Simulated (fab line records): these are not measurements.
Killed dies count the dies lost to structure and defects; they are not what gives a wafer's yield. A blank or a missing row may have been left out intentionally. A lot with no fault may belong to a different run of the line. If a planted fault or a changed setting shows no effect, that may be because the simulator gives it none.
Which tool was responsible? :: flow gf180mcu :: 6 lots, 18 wafers sampled, at 3 steps of a route of 602

## WHAT EACH GAUGE READ, for each wafer
GF_HV_LDD_CD_MEAS_46: the cd target is 400 nm.
lot: L610
measured: day 12 18:53
on: cd_sem-02
cd_nm (nm): 398.7 399.4 397.1

lot: L612
measured: day 13 08:05
on: cd_sem-01
cd_nm (nm): 401.1 398.7 399.5

lot: L619
measured: day 15 23:22
on: cd_sem-02
cd_nm (nm): 397.8 409.7 397.0

lot: L624
measured: day 17 18:50
on: cd_sem-02
cd_nm (nm): 404.0 402.1 402.1

lot: L628
measured: day 18 21:44
on: cd_sem-01
cd_nm (nm): 403.2 400.3 402.3

lot: L631
measured: day 19 22:50
on: cd_sem-01
cd_nm (nm): 399.2 399.2 398.5

## WHAT TOOL EACH LOT RAN ON (gives the tool, then ch and the chambers of the sampled wafers, and finally the start)
lot: L610
GF_MVPSD_STRIP_10: plasma_asher-03 ch 0,1, day 5 06:23
GF_HV_LDD_DEVELOP_45: litho_track-03 ch 0, day 12 18:44

lot: L612
GF_MVPSD_STRIP_10: plasma_asher-01 ch 0,1, day 5 18:02
GF_HV_LDD_DEVELOP_45: litho_track-01 ch 0, day 13 07:56

lot: L619
GF_MVPSD_STRIP_10: plasma_asher-01 ch 0,1, day 7 15:26
GF_HV_LDD_DEVELOP_45: litho_track-01 ch 0, day 15 23:13

lot: L624
GF_MVPSD_STRIP_10: plasma_asher-03 ch 0,1, day 8 23:13
GF_HV_LDD_DEVELOP_45: litho_track-04 ch 0, day 17 18:41

lot: L628
GF_MVPSD_STRIP_10: plasma_asher-04 ch 0,1, day 9 20:29
GF_HV_LDD_DEVELOP_45: litho_track-01 ch 0, day 18 21:37

lot: L631
GF_MVPSD_STRIP_10: plasma_asher-04 ch 0,1, day 10 16:06
GF_HV_LDD_DEVELOP_45: litho_track-04 ch 0, day 19 22:41
- GF_MVPSD_STRIP_10: strips in O2/N2.
- GF_HV_LDD_DEVELOP_45: develop time 60 s.

## THE ANSWER, worked out from the rows above alone
Rule: the lots themselves supply what counts as usual. The widest of any qualifying gaps counts: lots, ordered by their means at a reading, are off when they make up no more than a third of the lots, leave a main group of 4 or more, and stand apart from it by 3 or more times the standard deviation of that group's means. If all means in a main group match to the digits the tables above print for the reading, that group is not used. Also off: a lot with no number at a reading for which 4 or more lots have one. Where the step has rows for the other lots, those lots are counted as sound.
None of the lots is off at any reading shown; this tells nothing.

## WHAT THE SIMULATOR HAD INSERTED
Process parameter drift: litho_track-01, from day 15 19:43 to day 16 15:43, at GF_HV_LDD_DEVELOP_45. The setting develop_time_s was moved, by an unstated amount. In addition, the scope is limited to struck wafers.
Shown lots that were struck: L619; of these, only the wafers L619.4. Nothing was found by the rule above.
